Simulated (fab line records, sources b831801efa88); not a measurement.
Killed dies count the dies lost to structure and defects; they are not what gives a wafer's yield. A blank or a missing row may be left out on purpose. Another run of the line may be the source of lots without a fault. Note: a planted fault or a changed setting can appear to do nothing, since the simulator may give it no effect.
The same fault as seen by 2 desks | flow sky130 | each desk holds nothing but its own numbers, with what lay behind them at the end

AT THE METROLOGY DESK
Means of the sampled wafers that have a number, per lot and without regard to the tool the lot ran on: this is what the gauges read. If a lot's mean is further than 4 standard deviations from the usual mean, the lot is out of limits and carries the mark OUT (the distance appears in the brackets).
Columns: A = SPACER_CVD_00_THK at SKY_SPACER_THK_MEAS_01, usual 43.2 nm; B = cdNm at SKY_SD_N_CD_MEAS_07, usual 379.9 nm; C = SD_N_TW at SKY_SD_N_TW_MEAS_12, usual 3973
lot  | first seen here | A    | B                | C
L175 | day 23 17:50    | 43.4 | 382.9            | 3922
L176 | day 24 08:59    | 43.4 | 385.6            | 3934
L177 | day 25 01:43    | 43.9 | 376.9            | 4028
L178 | day 25 05:07    | 43.1 | 377.4            | 3927
L180 | day 25 12:15    | 44.0 | 376.9            | 3995
L182 | day 26 00:58    | 43.6 | 378.1            | 3971
L181 | day 26 02:09    | 42.6 | 377.9            | 3974
L183 | day 26 09:54    | 43.1 | 378.7            | 4010
L184 | day 27 05:15    | 43.1 | 380.5            | 3962
L191 | day 29 04:38    | 42.9 | 358.3 (-7.2) OUT | 4019
L192 | day 29 20:59    | 43.3 | 330.7 (-16) OUT  | 4028
L194 | day 30 13:04    | 42.6 | 374.5            | 3993
L196 | day 30 19:00    | 42.6 | 377.6            | 4001
This desk finds L191, L192 out of limits, L191 being first, at day 33 20:59 (cdNm at SKY_SD_N_CD_MEAS_07). Within limits: L175, L176, L177, L178, L180, L182, L181, L183, L184, L194, L196.

AT THE TOOL OWNER'S DESK: lithoTrack-02
The tool's own readings at SKY_SD_N_DEVELOP_06 (develop time 60 s): means of the sampled wafers that have a number, for each lot that ran on this tool. If a lot's mean is further than 4 standard deviations from the usual mean, the lot is out of limits and carries the mark OUT (the distance appears in the brackets).
Columns: A = resistLineTempC at SKY_SD_N_DEVELOP_06, usual 23.01 C
lot  | first seen here | A
L180 | day 30 09:28    | 23.10
L184 | day 32 00:11    | 22.86
L191 | day 33 20:50    | 22.97
L192 | day 34 12:10    | 22.97
This desk's finding: nothing out of limits on any of the 4 lots.

TAKEN TOGETHER
Metrology desk: alarm possible at day 33 20:59 on L191, L192.
The desk of the tool owner found nothing out of limits.
The tool owner's desk has L191, L192 on record, within its limits.
SKY_SD_N_DEVELOP_06 was run on lithoTrack-02 by each of the lots named.

WHAT WAS PUT IN BY THE SIMULATOR
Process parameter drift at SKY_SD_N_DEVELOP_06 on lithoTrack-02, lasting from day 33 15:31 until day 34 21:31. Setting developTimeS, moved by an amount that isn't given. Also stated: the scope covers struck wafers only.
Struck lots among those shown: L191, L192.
Delay in hours, fault start to first out-of-limits reading, per desk: metrology desk 5.
